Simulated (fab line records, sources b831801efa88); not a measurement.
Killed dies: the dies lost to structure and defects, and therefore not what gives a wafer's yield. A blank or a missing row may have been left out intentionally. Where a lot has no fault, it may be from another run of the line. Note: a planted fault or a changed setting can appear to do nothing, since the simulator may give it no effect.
Comparing a struck lot with a sound one | flow sky130 | 15 out of 708 route steps
Sound: the wafers L383.2, L383.4, L383.5. Wafers L390.2, L390.3, L390.6 were the ones struck. The cause comes at the end.
For every step that has rows: the tool of each side, followed by ch and its chambers, followed by its first start. Under that, the readings that differ: sound wafers | struck wafers | difference of the means | sigmas: that difference in standard deviations of wafers without a fault.
alike: a reading whose means differ by less than 2 such deviations, as well as words and numbers matching on both sides. not compared: withheld readings; readings where some wafer has no value; bounds like >300 that might hide an equal value; numbers whose values overlap and for which the record gives no deviation.
Wherever a step has rows on one side only, a row that says differs or no value, or a row with sigmas, the two part there. Non-overlapping numbers with no deviation appear without sigmas and do not part them. A reading that every wafer of one side lacks parts them only if that side has two wafers or more.

first, 2 steps without rows for these wafers: SKY_LDD_HVP_PEB_05; SKY_LDD_HVP_DEVELOP_06 (develop time 60 s).
SKY_LDD_HVP_OVL_MEAS_07:
  sound: overlay-01 at day 24 04:26; struck: overlay-02 at day 26 17:31
  alike: LDD_HVP_OVL
following that, these wafers have no rows for 1 step: SKY_LDD_HVP_IMPLANT_08.
SKY_LDD_HVP_STRIP_09: strips in O2/N2.
  sound on plasmaAsher-03 ch 0, day 24 04:37; struck on plasmaAsher-01 ch 0,1, day 26 17:42
  alike: drypumpMotorCurrentA, oesProductAu, stripTimeToEndpointS
  not compared: rfHoursCounterH
SKY_LDD_HVP_TW_MEAS_10:
  sound: filmMetro-02 at day 24 04:43; struck: filmMetro-04 at day 26 17:49
reading    | sound       | struck      | difference | sigmas
LDD_HVP_TW | 453 454 453 | 463 465 461 | +10        | +2
then, 6 steps without rows for these wafers: SKY_LDD_LDN_DEHYDRATE_00 (time 60 s); SKY_LDD_LDN_HMDS_01 (prime time 60 s); SKY_LDD_LDN_COAT_02 (resist thk 1140 nm); SKY_LDD_LDN_SOFTBAKE_03 (time 60 s); SKY_LDD_LDN_EXPOSE_04 (exposes mask LDNTM, target cd 700 nm); SKY_LDD_LDN_PEB_05.
SKY_LDD_LDN_DEVELOP_06: develop time 60 s.
  sound on lithoTrack-04 ch 0, day 25 09:39; struck on lithoTrack-01 ch 0, day 27 21:33
reading            | sound             | struck            | difference | sigmas
developerTempC (C) | 22.97 23.00 22.84 | 22.39 22.41 22.26 | -0.58      | -5
  alike: resistLineTempC
SKY_LDD_LDN_OVL_MEAS_07:
  sound: overlay-01 at day 25 09:47; struck: overlay-01 at day 27 21:41
reading          | sound         | struck      | difference | sigmas
LDD_LDN_OVL (nm) | -0.8 0.3 -0.5 | 2.9 3.0 2.9 | +3.3       | +3
-- here the record skips 21 days between the struck wafers' starts before and after, leaving off in module LDD_LDN and picking up in module PAD_OPEN (first step shown: number 708 of the route) --
SKY_PAD_OPEN_PROBE_99:
  sound: prober-01 at day 47 19:50; struck: prober-01 at day 49 09:35
  alike: killed_at_M0_to_M3, killed_at_M4_up, killedAtContacts, killedAtFrontEnd, killedAtOther, killedDies, killedOpen, killedShort

== WHERE THEY PART ==
First at SKY_LDD_HVP_TW_MEAS_10; last, within this record, at SKY_LDD_LDN_OVL_MEAS_07. Later steps at which nothing parts them and some readings are alike: SKY_PAD_OPEN_PROBE_99.

WHY: whatever the simulator had introduced
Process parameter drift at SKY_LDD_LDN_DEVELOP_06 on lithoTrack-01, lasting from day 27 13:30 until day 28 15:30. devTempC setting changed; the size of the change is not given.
